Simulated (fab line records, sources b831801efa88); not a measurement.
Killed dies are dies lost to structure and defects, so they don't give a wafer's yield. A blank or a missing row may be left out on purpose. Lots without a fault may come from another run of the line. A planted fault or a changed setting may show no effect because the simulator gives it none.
fab line records | flow gf180mcu
record lots=12 wafers=36 last_day=34
route steps=602 shown HV_LDD@228 NSD@244 SAB@264
lots that met no fault: from a run of the same line without faults
start_h: hours from the record's first day to the start of the lot's first wafer shown | wait_h: hours since the lot's step before | " the same as in the row above | L1.1+2: a row that stands for several wafers | - no value, or no start given | * or withheld: withheld | < > ~ a bound
route shown NAME@n: a module of which the file shows steps, and the number in the route of the first | usual: mean/standard deviation of fault-free wafers | same: alike in all rows | chamber/n: place in a boat | sites: the reading at each site | _std_site: their standard deviation | _edge_site: outer sites' mean less inner sites' | radius_mm: how far each site lies from the wafer's centre | mask NAME#n: copy n | behind: the tool/chamber that last shaped the wafer | hold: why the lot was held/for how many hours/how that ended | device: the transistor (n, p or np) that didn't switch | end of line: the same wafers' tests at the end of the route | a step without rows: its recipe alone | killed: dies lost to structure and defects at the first sort, not the wafer's yield | map: a wafer's dies, x killed, . not, _ none there
set.NAME: the setting as run; set.NAME@STEP: as run at that earlier step | model.NAME: the simulator's own value behind a step, which no gauge read
steps of the route over a sample of lots; a table a step, a row a wafer
services: from which hour (start_h, from the record's first day; less than 0 if before it) a tool's chamber was out of use, for how many hours, and why
## steps
# step GF_HV_LDD_RTA_52
# recipe temp_c=1000 time_s=10 ambient=N2
# usual lamp_power_pct=35.8/0.99 wafer_temp_C_max=1004.2/1
# columns lot.wafer tool chamber start_h wait_h lamp_power_pct wafer_temp_C_max
L981.3 rtp_anneal-01 0 282.16 0.0 35.2 1005.8
L981.5 " 0 " " 35.1 1004.7
L981.6 " 0 " " 35.2 1005.2
L982.2 rtp_anneal-02 0 283.23 0.0 37.3 1004.5
L982.4 " 0 " " 37.3 1004.7
L982.5 " 0 " " 37.3 1004.1
L983.1 rtp_anneal-01 0 297.97 0.0 35.1 1002.4
L983.2 " 0 " " 35.1 1004.6
L983.4 " 0 " " 35.2 1003.2
L984.1 rtp_anneal-01 0 311.34 0.0 35.1 1003.9
L984.2 " 0 " " 35.1 1003.7
L984.4 " 0 " " 35.2 1004.1
L989.1 rtp_anneal-02 0 347.92 0.0 37.3 1004.6
L989.2 " 0 " " 37.3 1006.4
L989.4 " 0 " " 37.3 1004.0
L992.4 rtp_anneal-01 0 372.75 0.0 35.1 1004.3
L992.5 " 0 " " 35.2 1004.4
L992.6 " 0 " " 35.1 1004.4
L993.1 rtp_anneal-01 0 375.29 0.0 35.1 1003.3
L993.2 " 0 " " 35.1 1003.3
L993.3 " 0 " " 35.1 1004.1
L994.1 rtp_anneal-02 0 387.79 0.0 37.3 1004.3
L994.2 " 0 " " 37.3 1006.5
L994.4 " 0 " " 37.3 1004.4
L995.3 rtp_anneal-01 0 396.71 0.0 35.1 1004.3
L995.5 " 0 " " 35.1 1004.2
L995.6 " 0 " " 35.2 1003.4
L998.2 rtp_anneal-01 0 419.25 0.0 35.2 1003.6
L998.4 " 0 " " 35.1 1004.1
L998.5 " 0 " " 35.1 1005.7
L102.1 rtp_anneal-01 0 450.16 0.0 35.1 1003.5
L102.5 " 0 " " 35.2 1002.1
L102.6 " 0 " " 35.1 1004.4
L103.2 rtp_anneal-01 0 461.25 0.0 35.1 1002.8
L103.4 " 0 " " 35.2 1004.3
L103.6 " 0 " " 35.1 1003.1
# step GF_HV_LDD_THK_MEAS_55
# recipe reads=SiO2_of_HV_LDD_CVD_54
# usual HV_LDD_CVD_54_THK=10.02/0.14
# columns lot.wafer tool chamber start_h wait_h HV_LDD_CVD_54_THK[nm]
L982.2 film_metro-01 - 284.68 0.0 9.97
L982.4 " - " " 9.96
L982.5 " - " " 9.98
L981.3 film_metro-04 - 284.69 0.0 10.07
L981.5 " - " " 10.13
L981.6 " - " " 9.90
L983.1 film_metro-04 - 299.18 0.0 10.14
L983.2 " - " " 9.99
L983.4 " - " " 10.00
L984.1 film_metro-02 - 312.55 0.0 10.13
L984.2 " - " " 10.12
L984.4 " - " " 10.08
L989.1 film_metro-04 - 349.13 0.0 10.08
L989.2 " - " " 10.38
L989.4 " - " " 10.18
L992.4 film_metro-01 - 373.95 0.0 10.11
L992.5 " - " " 10.25
L992.6 " - " " 10.06
L993.1 film_metro-04 - 376.50 0.0 10.01
L993.2 " - " " 10.17
L993.3 " - " " 10.20
L994.1 film_metro-01 - 390.39 0.0 9.95
L994.2 " - " " 10.03
L994.4 " - " " 9.99
L995.3 film_metro-04 - 397.92 0.0 9.91
L995.5 " - " " 9.98
L995.6 " - " " 9.83
L998.2 film_metro-01 - 420.45 0.0 10.10
L998.4 " - " " 10.00
L998.5 " - " " 9.94
L102.1 film_metro-04 - 451.69 0.0 10.08
L102.5 " - " " 10.06
L102.6 " - " " 10.03
L103.2 film_metro-02 - 462.45 0.0 9.93
L103.4 " - " " 9.91
L103.6 " - " " 9.86
# step GF_NSD_IMPLANT_09
# recipe species=As energy_kev=60 dose_cm2=4e+15 tilt_deg=7
# usual beam_energy_keV=59.998/0.018
# columns lot.wafer tool chamber start_h wait_h beam_energy_keV
L981.3 implanter-04 0 306.28 0.1 60.009
L981.5 " 0 " " 60.005
L981.6 " 0 " " 60.005
L982.2 implanter-02 0 306.80 0.0 59.989
L982.4 " 0 " " 59.992
L982.5 " 0 " " 59.978
L983.1 implanter-04 0 321.13 0.0 60.012
L983.2 " 0 " " 59.974
L983.4 " 0 " " 60.008
L984.1 implanter-02 0 335.43 0.0 60.026
L984.2 " 0 " " 59.979
L984.4 " 0 " " 59.956
L989.1 implanter-04 0 373.23 0.0 59.979
L989.2 " 0 " " 60.016
L989.4 " 0 " " 59.991
L992.4 implanter-02 0 398.94 0.1 59.977
L992.5 " 0 " " 60.000
L992.6 " 0 " " 59.992
L993.1 implanter-04 0 400.57 0.0 60.002
L993.2 " 0 " " 59.996
L993.3 " 0 " " 60.048
L994.1 implanter-04 0 415.96 0.0 60.011
L994.2 " 0 " " 59.997
L994.4 " 0 " " 60.001
L995.3 implanter-04 0 423.32 0.1 54.727
L995.5 " 0 " " 54.702
L995.6 " 0 " " 54.710
L998.2 implanter-04 0 446.25 0.0 54.752
L998.4 " 0 " " 54.759
L998.5 " 0 " " 54.754
L102.1 implanter-02 0 478.13 0.0 59.978
L102.5 " 0 " " 59.998
L102.6 " 0 " " 60.000
L103.2 implanter-02 0 487.90 0.0 60.009
L103.4 " 0 " " 60.009
L103.6 " 0 " " 59.999
# step GF_NSD_STRIP_11
# recipe chemistry=O2/N2 power_w=1400 pressure_mtorr=1500 platen_temp_c=250 o2_flow_sccm=3000 n2_flow_sccm=300 overash_fraction=0.5
# usual drypump_motor_current_A=5.7/0.42 heater_power_w=309/34 oes_product_au=0.487/0.0047 strip_time_to_endpoint_s=22.97/0.038
# same overash_fraction=0.5
# columns lot.wafer tool chamber start_h wait_h drypump_motor_current_A heater_power_w oes_product_au rf_hours_counter_h strip_time_to_endpoint_s
L981.3 plasma_asher-01 0 306.56 0.1 5.5 319 0.483 - 22.92
L981.5 " 1 " " 6.4 340 0.490 - 22.94
L981.6 " 0 " " 5.5 331 0.487 - 22.90
L982.2 plasma_asher-01 1 307.08 0.1 6.4 350 0.483 54 22.98
L982.4 " 0 " " 5.5 334 0.488 - 22.93
L982.5 " 1 " " 6.4 336 0.497 - 22.93
L983.1 plasma_asher-01 1 321.43 0.1 6.4 342 0.477 55 22.88
L983.2 " 0 " " 5.5 320 0.489 55 22.95
L983.4 " 1 " " 6.4 350 0.477 - 22.94
L984.1 plasma_asher-02 1 335.73 0.1 5.5 317 0.486 70 22.95
L984.2 " 0 " " 6.1 270 0.491 70 22.95
L984.4 " 1 " " 5.5 308 0.487 - 22.98
L989.1 plasma_asher-04 1 373.53 0.1 5.1 253 0.492 26 22.98
L989.2 " 0 " " 5.7 346 0.488 26 22.97
L989.4 " 0 " " 5.7 342 0.488 - 22.96
L992.4 plasma_asher-04 0 399.19 0.1 5.7 342 0.489 - 23.00
L992.5 " 0 " " 5.7 340 0.492 - 23.01
L992.6 " 1 " " 5.1 252 0.486 - 22.95
L993.1 plasma_asher-02 0 400.87 0.1 6.1 266 0.493 76 23.07
L993.2 " 1 " " 5.5 312 0.489 76 23.00
L993.3 " 1 " " 5.5 318 0.490 - 22.99
L994.1 plasma_asher-02 1 416.26 0.1 5.5 311 0.478 78 22.96
L994.2 " 0 " " 6.1 264 0.488 78 22.94
L994.4 " 1 " " 5.5 318 0.482 - 22.97
L995.3 plasma_asher-04 1 423.61 0.1 5.1 246 0.492 - 22.30
L995.5 " 0 " " 5.7 347 0.499 - 22.33
L995.6 " 1 " " 5.1 251 0.494 - 22.33
L998.2 plasma_asher-01 1 446.52 0.1 6.4 341 0.491 69 22.25
L998.4 " 1 " " 6.3 335 0.495 - 22.26
L998.5 " 1 " " 6.3 333 0.497 - 22.23
L102.1 plasma_asher-01 0 478.43 0.1 5.5 322 0.491 72 22.99
L102.5 " 1 " " 6.4 337 0.484 - 22.97
L102.6 " 0 " " 5.5 317 0.489 - 23.04
L103.2 plasma_asher-02 0 488.17 0.1 6.1 284 0.493 6 22.98
L103.4 " 1 " " 5.5 299 0.498 - 22.99
L103.6 " 0 " " 6.1 285 0.489 - 23.00
# step GF_PSD_RS_MEAS_14
# recipe thk_meas_gauge=four-point-probe
# usual NSD_RS=46.09/0.087
# columns lot.wafer tool chamber start_h wait_h NSD_RS[ohm/sq]
L981.3 film_metro-03 - 327.64 0.1 46.14
L981.5 " - " " 46.11
L981.6 " - " " 46.10
L982.2 film_metro-03 - 328.23 0.1 45.95
L982.4 " - " " 46.13
L982.5 " - " " 46.03
L983.1 film_metro-03 - 342.90 0.1 46.15
L983.2 " - " " 46.24
L983.4 " - " " 46.12
L984.1 film_metro-03 - 357.75 0.1 46.13
L984.2 " - " " 46.11
L984.4 " - " " 46.03
L989.1 film_metro-03 - 396.82 0.1 46.04
L989.2 " - " " 46.06
L989.4 " - " " 46.21
L992.4 film_metro-04 - 423.51 0.1 45.98
L992.5 " - " " 46.11
L992.6 " - " " 46.11
L993.1 film_metro-04 - 425.00 0.1 46.13
L993.2 " - " " 45.93
L993.3 " - " " 46.09
L994.1 film_metro-03 - 440.70 0.1 46.12
L994.2 " - " " 46.13
L994.4 " - " " 46.07
L995.3 film_metro-04 - 450.29 0.2 47.61
L995.5 " - " " 47.61
L995.6 " - " " 47.66
L998.2 film_metro-04 - 471.25 0.1 47.47
L998.4 " - " " 47.42
L998.5 " - " " 47.46
L102.1 film_metro-01 - 502.37 0.1 46.05
L102.5 " - " " 46.10
L102.6 " - " " 46.11
L103.2 film_metro-01 - 512.46 0.1 46.12
L103.4 " - " " 46.12
L103.6 " - " " 46.18
# step GF_SAB_CVD_00
# recipe material=SiO2 target_thk_nm=50 precursor=TEOS temp_c=400 time_s=4.9302 rf_w=600
# usual heater_power_w=681/77
# columns lot.wafer tool chamber start_h wait_h heater_power_w
L981.3 pecvd-01 0 327.84 0.1 751
L981.5 " 0 " " 743
L981.6 " 1 " " 693
L982.2 pecvd-03 0 328.45 0.1 579
L982.4 " 2 " " 730
L982.5 " 1 " " 822
L983.1 pecvd-03 0 343.14 0.1 604
L983.2 " 1 " " 835
L983.4 " 0 " " 633
L984.1 pecvd-02 0 357.99 0.1 699
L984.2 " 2 " " 643
L984.4 " 0 " " 721
L989.1 pecvd-01 1 397.06 0.1 767
L989.2 " 0 " " 790
L989.4 " 0 " " 787
L992.4 pecvd-02 1 423.70 0.0 679
L992.5 " 2 " " 666
L992.6 " 0 " " 789
L993.1 pecvd-03 0 425.24 0.1 527
L993.2 " 2 " " 596
L993.3 " 1 " " 816
L994.1 pecvd-02 1 440.94 0.1 555
L994.2 " 0 " " 777
L994.4 " 0 " " 791
L995.3 pecvd-03 1 450.49 0.1 815
L995.5 " 1 " " 815
L995.6 " 0 " " 655
L998.2 pecvd-01 0 471.47 0.1 673
L998.4 " 0 " " 667
L998.5 " 1 " " 684
L102.1 pecvd-02 0 502.61 0.1 706
L102.5 " 1 " " 631
L102.6 " 2 " " 590
L103.2 pecvd-01 2 512.68 0.1 662
L103.4 " 1 " " 645
L103.6 " 2 " " 652
## services
# columns tool chamber start_h hours kind
implanter-02 - 265.31 3.2 repair
implanter-02 - 267.04 2.0 repair
implanter-04 - 269.20 2.7 pm
pecvd-01 - 274.50 2.2 repair
implanter-02 - 277.09 0.6 repair
pecvd-01 0 302.23 5.1 repair
pecvd-01 2 304.10 5.0 repair
plasma_asher-02 - 306.18 2.8 pm
implanter-04 - 330.66 6.0 repair
implanter-02 - 354.51 0.5 repair
pecvd-02 - 368.88 14.0 pm
implanter-02 - 390.03 1.2 repair
pecvd-02 0 398.89 9.5 repair
pecvd-02 - 417.84 1.8 repair
plasma_asher-02 - 421.26 9.0 pm
pecvd-01 - 422.28 0.5 repair
implanter-02 - 426.89 3.2 repair
implanter-04 - 429.58 2.3 repair
implanter-02 - 432.84 4.6 pm
implanter-04 - 433.24 1.7 repair
pecvd-03 - 445.46 0.6 repair
pecvd-01 1 447.49 6.7 repair
pecvd-02 0 458.19 22.9 repair
pecvd-03 - 460.22 2.8 pm
## key
first_sign step=GF_NSD_IMPLANT_09 reading=beam_energy_keV direction=down sigmas=99+ usual=59.998 struck=54.734
effect step=GF_NSD_STRIP_11 reading=strip_time_to_endpoint_s direction=down sigmas=18 usual=* struck=*
effect step=GF_PSD_RS_MEAS_14 reading=NSD_RS direction=up sigmas=17 usual=46.09 struck=47.54
met_at GF_NSD_IMPLANT_09
struck_lots L995,L998
tester_left_out L995,L998
not_acting_at GF_HV_LDD_RTA_52,GF_HV_LDD_THK_MEAS_55,GF_SAB_CVD_00
onset_between 415.96 423.32
fault kind=process_parameter_drift tool=implanter-04 chamber=- onset_h=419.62 steps=GF_NSD_IMPLANT_09 channel=energy_kev offset=-5.2721 shape=step end_h=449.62 acts_in=these_recipes_only stated=60
# tester_left_out: of these lots the tester's yield and bins aren't shown, on N5 and GAA mostly nor the transistor test; their killed dies are dies lost to structure and defects alone, not to doping, threshold or leakage, so they don't give the yield
